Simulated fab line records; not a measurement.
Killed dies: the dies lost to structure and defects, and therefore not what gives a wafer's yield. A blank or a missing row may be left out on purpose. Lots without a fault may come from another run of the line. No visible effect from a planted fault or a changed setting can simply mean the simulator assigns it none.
Shared-tool check -- flow gf180mcu -- Lots sampled 12, wafers sampled 36

== REASON IT WAS OPENED ==
2 of 12 lots carry a flag on the reading V3_CVD_00_THK at GF_V3_THK_MEAS_01. Wafers without a fault read 601 nm, standard deviation 7.3.
Rule: a lot is flagged in two cases, either no wafer of it has a number, or all its wafers with numbers fall more than 4 standard deviations from that mean. The rest of the lots are taken to be sound.

lot,measured,on,"V3_CVD_00_THK (nm), wafer by wafer",flag
L737,day 21 07:59,filmMetro-01,604 595 606,
L739,day 21 21:13,filmMetro-02,604 596 605,
L740,day 22 11:54,filmMetro-03,589 592 590,
L742,day 23 05:52,filmMetro-01,595 595 599,
L743,day 23 19:09,filmMetro-03,604 596 591,
L749,day 25 19:45,filmMetro-03,1200 1210 1195,FLAGGED
L750,day 25 22:47,filmMetro-03,1234 1213 1246,FLAGGED
L754,day 27 01:11,filmMetro-01,602 616 611,
L755,day 27 07:11,filmMetro-01,603 596 604,
L757,day 27 17:58,filmMetro-03,592 591 587,
L759,day 28 10:29,filmMetro-01,600 604 604,
L760,day 28 12:46,filmMetro-03,593 592 588,
The numbers of the flagged lots are 1216 nm on average: +615 nm against the usual, or +84 standard deviations.

== EACH LOT AND THE TOOL IT RAN ON ==
The record holds 2 process steps before the reading, out of a route of 602 steps. Cell contents, in order: the tool; ch with the chambers the sampled wafers went through; the start.
lot,flag,GF_V2_SPUTTER_22,GF_V3_CVD_00
L737,,"pvdSputter-03, day 20 05:07","hdpcvd-01 ch 1,2, day 21 07:52"
L739,,"pvdSputter-01, day 20 18:08","hdpcvd-02 ch 0,1,2, day 21 21:07"
L740,,"pvdSputter-04, day 21 10:12","hdpcvd-01 ch 0,1, day 22 11:49"
L742,,"pvdSputter-04, day 22 04:58","hdpcvd-02 ch 1,2, day 23 05:47"
L743,,"pvdSputter-01, day 22 18:19","hdpcvd-01 ch 0,1,2, day 23 19:05"
L749,FLAGGED,"pvdSputter-03, day 24 20:30","hdpcvd-01 ch 0,1,2, day 25 19:26"
L750,FLAGGED,"pvdSputter-04, day 24 23:01","hdpcvd-02 ch 0,1, day 25 22:28"
L754,,"pvdSputter-01, day 26 02:35","hdpcvd-02 ch 0,1,2, day 27 01:07"
L755,,"pvdSputter-04, day 26 08:25","hdpcvd-02 ch 0,1, day 27 07:07"
L757,,"pvdSputter-01, day 26 20:02","hdpcvd-02 ch 1,2, day 27 17:53"
L759,,"pvdSputter-04, day 27 13:13","hdpcvd-02 ch 0,1, day 28 10:25"
L760,,"pvdSputter-04, day 27 15:12","hdpcvd-01 ch 0,1,2, day 28 12:42"
These steps, and what they do:
- GF_V2_SPUTTER_22: material TiN, target thk 10 nm, time 40 s.
- GF_V3_CVD_00: deposits SiO2, target thk 600 nm, time 100 s.
- GF_V3_THK_MEAS_01

== FLAGGED AGAINST TOTAL, ONE TOOL AT A TIME (gauges that did the reading follow at the end) ==
step,tool,lots run,flagged,share of the flagged lots,sound lots run after its first flagged lot
GF_V2_SPUTTER_22,pvdSputter-01,4,0,none,-
GF_V2_SPUTTER_22,pvdSputter-03,2,1,some,0
GF_V2_SPUTTER_22,pvdSputter-04,6,1,some,"3 (L755,L759,L760)"
GF_V3_CVD_00,hdpcvd-01,5,1,some,1 (L760)
GF_V3_CVD_00,hdpcvd-02,7,1,some,"4 (L754,L755,L757,L759)"
GF_V3_THK_MEAS_01,filmMetro-01,5,0,none,-
GF_V3_THK_MEAS_01,filmMetro-02,1,0,none,-
GF_V3_THK_MEAS_01,filmMetro-03,6,2,all,"2 (L757,L760)"

== WHAT THE TABLE ALLOWS ==
Rows of the table that ran each flagged lot: 1, that is filmMetro-03 at GF_V3_THK_MEAS_01.
- filmMetro-03 at GF_V3_THK_MEAS_01: 2 of its 6 lots flagged. Sound lots followed the first flagged one (L757, L760) on it, something a lasting fault affecting the whole tool could not allow.
There is no row in the table that ran each flagged lot and no sound lot after the first.

== WHAT HAD BEEN PUT IN BY THE SIMULATOR ==
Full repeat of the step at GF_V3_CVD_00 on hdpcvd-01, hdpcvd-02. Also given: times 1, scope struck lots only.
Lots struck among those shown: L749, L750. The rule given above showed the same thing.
